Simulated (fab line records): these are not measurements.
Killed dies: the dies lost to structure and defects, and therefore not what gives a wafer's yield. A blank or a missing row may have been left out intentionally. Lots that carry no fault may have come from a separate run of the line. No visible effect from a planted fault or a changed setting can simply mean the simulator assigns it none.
Matching of chambers :: flow sky130 :: rieDiel-04 running SKY_SONOS_ONO_ETCH_15: 4 sister chambers
The step etches the open film in CHF3/O2, target depth 19.52 nm, time 7.8 s. 4 wafers are shown with their chamber, then 7 later ones without.

## WAFERS PAIRED WITH THEIR CHAMBERS
wafer: L606.6
chamber: 0
drypumpMotorCurrentA (A): 6.2

wafer: L612.2
chamber: 3
drypumpMotorCurrentA (A): 6.3

wafer: L613.2
chamber: 2
drypumpMotorCurrentA (A): 4.9

wafer: L613.4
chamber: 1
drypumpMotorCurrentA (A): 5.9

## WAFERS WITHOUT THEIR CHAMBER
wafer: L613.6
drypumpMotorCurrentA (A): 4.9

wafer: L621.1
drypumpMotorCurrentA (A): 6.2

wafer: L621.2
drypumpMotorCurrentA (A): 4.9

wafer: L621.3
drypumpMotorCurrentA (A): 5.9

wafer: L622.1
drypumpMotorCurrentA (A): 5.8

wafer: L622.4
drypumpMotorCurrentA (A): 4.9

wafer: L622.6
drypumpMotorCurrentA (A): 5.8

## WHICH CHAMBER EACH ONE RAN IN
wafer: L613.6
from the rows above: 2
in truth: 2

wafer: L621.1
from the rows above: can't be placed: 0 or 3
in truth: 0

wafer: L621.2
from the rows above: 2
in truth: 2

wafer: L621.3
from the rows above: 1
in truth: 1

wafer: L622.1
from the rows above: 1
in truth: 1

wafer: L622.4
from the rows above: 2
in truth: 2

wafer: L622.6
from the rows above: 1
in truth: 1
Placed correctly: 6 of 7. Can't be placed from these rows: 1 (the true chamber is among the candidates in 1). Wrongly placed: 0.
How it was worked out, from the rows above alone: a wafer's distance from a chamber is the root of the sum, over the readings, of the square of ((its reading less the chamber's mean) divided by the reading's scatter). The wafer belongs to the nearest chamber; if the next one is less than 2 further off, it can't be placed. The mean given for a chamber averages the wafers shown for that chamber. The scatter (one wafer shown for each chamber): square how far every hidden wafer sits from the nearest shown wafer, average those squares and take the square root.
